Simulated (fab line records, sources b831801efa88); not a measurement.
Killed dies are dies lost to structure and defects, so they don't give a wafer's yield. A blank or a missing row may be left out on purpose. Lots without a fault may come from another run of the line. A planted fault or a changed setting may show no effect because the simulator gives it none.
Chamber matching | flow gf180mcu | GF_M5_ETCH_09 on rie_diel-02: 4 sister chambers
The step etches Si3N4 in CF4/O2, target depth 52 nm, time 11.6 s. 8 wafers are shown with their chamber, then 12 later ones without.

WAFERS WITH THEIR CHAMBER
wafer  | chamber | drypump_motor_current_A (A) | oes_product_au (a.u.)
L082.3 | 3       | 5.2                         | 0.996
L082.5 | 2       | 5.6                         | 0.994
L087.1 | 3       | 5.2                         | 0.982
L087.3 | 1       | 6.3                         | 0.994
L087.4 | 0       | 6.0                         | 0.981
L088.2 | 0       | 6.1                         | 0.987
L088.3 | 2       | 5.7                         | 0.989
L088.5 | 1       | 6.3                         | 0.994

WAFERS WITHOUT THEIR CHAMBER
wafer  | drypump_motor_current_A (A) | oes_product_au (a.u.)
L092.2 | 6.0                         | 0.976
L092.3 | 5.3                         | 0.983
L092.5 | 6.3                         | 0.994
L093.1 | 5.7                         | 1.003
L093.5 | 6.1                         | 0.980
L093.6 | 5.3                         | 0.990
L094.1 | 6.1                         | 0.985
L094.3 | 6.3                         | 0.988
L094.5 | 5.3                         | 0.982
L097.3 | 6.0                         | 0.982
L097.5 | 5.6                         | 0.995
L097.6 | 5.3                         | 0.983

WHICH CHAMBER EACH WENT THROUGH
wafer  | from the rows above | in truth
L092.2 | 0                   | 0
L092.3 | 3                   | 3
L092.5 | 1                   | 1
L093.1 | 2                   | 2
L093.5 | 0                   | 0
L093.6 | 3                   | 3
L094.1 | 0                   | 0
L094.3 | 1                   | 1
L094.5 | 3                   | 3
L097.3 | 0                   | 0
L097.5 | 2                   | 2
L097.6 | 3                   | 3
Placed correctly: 12 of 12. Can't be placed from these rows: 0. Placed wrongly: 0.
How it was worked out, from the rows above alone: a wafer's distance from a chamber is the root of the sum, over the readings, of the square of ((its reading less the chamber's mean) divided by the reading's scatter). The wafer belongs to the nearest chamber; if the next one is less than 2 further off, it can't be placed. A chamber's mean is the mean of its shown wafers. The scatter: the root of (the sum of the squares of (reading less its chamber's mean) over the shown wafers, divided by (wafers less chambers)).
